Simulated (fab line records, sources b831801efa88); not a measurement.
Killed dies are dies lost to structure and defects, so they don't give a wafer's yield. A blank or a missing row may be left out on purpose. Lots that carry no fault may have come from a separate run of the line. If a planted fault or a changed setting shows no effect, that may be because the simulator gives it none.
Chamber matching / flow sky130 / rie_diel-02 running SKY_CONTACT_ETCH_16: 4 sister chambers
The step etches BARC in N2/H2, stops on SiO2, time 45.9 s, target depth 60 nm. 18 wafers are shown with their chamber, then 9 later ones without.

== EACH WAFER AND ITS CHAMBER ==
wafer=L076.1; chamber=2; drypump_motor_current_A (A)=6.3; rf_fwd_power_W (W)=493.5; throttle_valve_pct (%)=13.224
wafer=L076.2; chamber=1; drypump_motor_current_A (A)=6.0; rf_fwd_power_W (W)=493.7; throttle_valve_pct (%)=13.237
wafer=L076.3; chamber=0; drypump_motor_current_A (A)=5.5; rf_fwd_power_W (W)=492.1; throttle_valve_pct (%)=13.219
wafer=L084.2; chamber=0; drypump_motor_current_A (A)=5.5; rf_fwd_power_W (W)=490.5; throttle_valve_pct (%)=13.227
wafer=L084.5; chamber=2; drypump_motor_current_A (A)=6.3; rf_fwd_power_W (W)=489.8; throttle_valve_pct (%)=13.242
wafer=L084.6; chamber=1; drypump_motor_current_A (A)=6.0; rf_fwd_power_W (W)=496.2; throttle_valve_pct (%)=13.243
wafer=L085.1; chamber=2; drypump_motor_current_A (A)=6.3; rf_fwd_power_W (W)=492.3; throttle_valve_pct (%)=13.210
wafer=L085.4; chamber=3; drypump_motor_current_A (A)=5.0; rf_fwd_power_W (W)=492.3; throttle_valve_pct (%)=13.220
wafer=L085.5; chamber=0; drypump_motor_current_A (A)=5.5; rf_fwd_power_W (W)=491.6; throttle_valve_pct (%)=13.221
wafer=L088.3; chamber=0; drypump_motor_current_A (A)=5.5; rf_fwd_power_W (W)=492.5; throttle_valve_pct (%)=13.225
wafer=L088.5; chamber=2; drypump_motor_current_A (A)=6.4; rf_fwd_power_W (W)=492.3; throttle_valve_pct (%)=13.232
wafer=L088.6; chamber=1; drypump_motor_current_A (A)=6.0; rf_fwd_power_W (W)=496.7; throttle_valve_pct (%)=13.226
wafer=L091.1; chamber=1; drypump_motor_current_A (A)=6.0; rf_fwd_power_W (W)=497.8; throttle_valve_pct (%)=13.232
wafer=L091.2; chamber=3; drypump_motor_current_A (A)=5.0; rf_fwd_power_W (W)=492.2; throttle_valve_pct (%)=13.219
wafer=L091.5; chamber=0; drypump_motor_current_A (A)=5.5; rf_fwd_power_W (W)=491.7; throttle_valve_pct (%)=13.219
wafer=L092.1; chamber=0; drypump_motor_current_A (A)=5.6; rf_fwd_power_W (W)=491.0; throttle_valve_pct (%)=13.226
wafer=L092.3; chamber=2; drypump_motor_current_A (A)=6.4; rf_fwd_power_W (W)=492.7; throttle_valve_pct (%)=13.228
wafer=L092.6; chamber=3; drypump_motor_current_A (A)=5.0; rf_fwd_power_W (W)=496.2; throttle_valve_pct (%)=13.225

SIGNATURES, as means of the wafers listed above
reading=drypump_motor_current_A; chamber 0=5.517; chamber 1=6.000; chamber 2=6.340; chamber 3=5.000; scatter within a chamber=0.0381
reading=rf_fwd_power_W; chamber 0=491.567; chamber 1=496.100; chamber 2=492.120; chamber 3=493.567; scatter within a chamber=1.46
reading=throttle_valve_pct; chamber 0=13.22283; chamber 1=13.23450; chamber 2=13.22720; chamber 3=13.22133; scatter within a chamber=0.00752
Rule: a wafer's distance from a chamber is the root of the sum, over the readings, of the square of ((its reading less the chamber's mean) divided by the reading's scatter). If the next closest chamber is less than 2 further off than the closest, the wafer can't be placed; otherwise it belongs to the closest. The scatter: the root of (the sum of the squares of (reading less its chamber's mean) over the shown wafers, divided by (wafers less chambers)).

== WAFERS WITHOUT THEIR CHAMBER ==
wafer=L093.3; drypump_motor_current_A (A)=6.3; rf_fwd_power_W (W)=492.0; throttle_valve_pct (%)=13.237
wafer=L093.5; drypump_motor_current_A (A)=5.0; rf_fwd_power_W (W)=494.4; throttle_valve_pct (%)=13.232
wafer=L093.6; drypump_motor_current_A (A)=5.5; rf_fwd_power_W (W)=490.4; throttle_valve_pct (%)=13.235
wafer=L095.1; drypump_motor_current_A (A)=5.0; rf_fwd_power_W (W)=492.1; throttle_valve_pct (%)=13.232
wafer=L095.5; drypump_motor_current_A (A)=5.0; rf_fwd_power_W (W)=491.1; throttle_valve_pct (%)=13.241
wafer=L095.6; drypump_motor_current_A (A)=6.3; rf_fwd_power_W (W)=491.8; throttle_valve_pct (%)=13.238
wafer=L096.2; drypump_motor_current_A (A)=6.0; rf_fwd_power_W (W)=493.3; throttle_valve_pct (%)=13.209
wafer=L096.4; drypump_motor_current_A (A)=5.0; rf_fwd_power_W (W)=490.2; throttle_valve_pct (%)=13.214
wafer=L096.6; drypump_motor_current_A (A)=5.5; rf_fwd_power_W (W)=491.2; throttle_valve_pct (%)=13.214

== WHICH CHAMBER EACH WENT THROUGH ==
wafer=L093.3; from the rows above=2; in truth=2
wafer=L093.5; from the rows above=3; in truth=3
wafer=L093.6; from the rows above=0; in truth=0
wafer=L095.1; from the rows above=3; in truth=3
wafer=L095.5; from the rows above=3; in truth=3
wafer=L095.6; from the rows above=2; in truth=2
wafer=L096.2; from the rows above=1; in truth=1
wafer=L096.4; from the rows above=3; in truth=3
wafer=L096.6; from the rows above=0; in truth=0
Correctly placed: 9 of 9. Can't be placed from these rows: 0. 0 placed wrongly.
